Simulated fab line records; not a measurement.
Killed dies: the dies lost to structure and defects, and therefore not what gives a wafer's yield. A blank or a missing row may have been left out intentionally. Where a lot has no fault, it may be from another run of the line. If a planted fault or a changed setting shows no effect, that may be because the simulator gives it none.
Matching of chambers | flow sky130 | pecvd-02 running SKY_CAPM_CVD_00: 3 sister chambers
The step deposits SiO2, target thk 15.5 nm. 3 wafers are shown with their chamber, then 11 later ones without.

== EACH WAFER AND ITS CHAMBER ==
wafer  | chamber | heater-power-w (W)
L085.3 | 0       | 772
L087.6 | 2       | 638
L089.3 | 1       | 854

== WAFERS WHOSE CHAMBER IS MISSING ==
wafer  | heater-power-w (W)
L089.5 | 694
L089.6 | 823
L091.1 | 749
L091.2 | 633
L091.6 | 634
L095.2 | 838
L095.5 | 727
L095.6 | 760
L097.1 | 771
L097.5 | 806
L097.6 | 731

== THE CHAMBER EACH PASSED THROUGH ==
wafer  | from the rows above     | in truth
L089.5 | can't be placed: 2 or 0 | 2
L089.6 | can't be placed: 1 or 0 | 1
L091.1 | 0                       | 0
L091.2 | 2                       | 2
L091.6 | 2                       | 2
L095.2 | can't be placed: 1 or 0 | 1
L095.5 | can't be placed: 0 or 2 | 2
L095.6 | 0                       | 0
L097.1 | 0                       | 0
L097.5 | can't be placed: 0 or 1 | 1
L097.6 | can't be placed: 0 or 2 | 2
Placed correctly: 5 of 11. These rows do not allow placing 6 (true chamber among the candidates in 6). Number placed wrongly: 0.
How it was worked out, from the rows above alone: a wafer's distance from a chamber is the root of the sum, over the readings, of the square of ((its reading less the chamber's mean) divided by the reading's scatter). If the next closest chamber is less than 2 further off than the closest, the wafer can't be placed; otherwise it belongs to the closest. For every chamber, the mean is computed from those of its wafers that are shown. The scatter (one wafer shown for each chamber): square how far every hidden wafer sits from the nearest shown wafer, average those squares and take the square root.
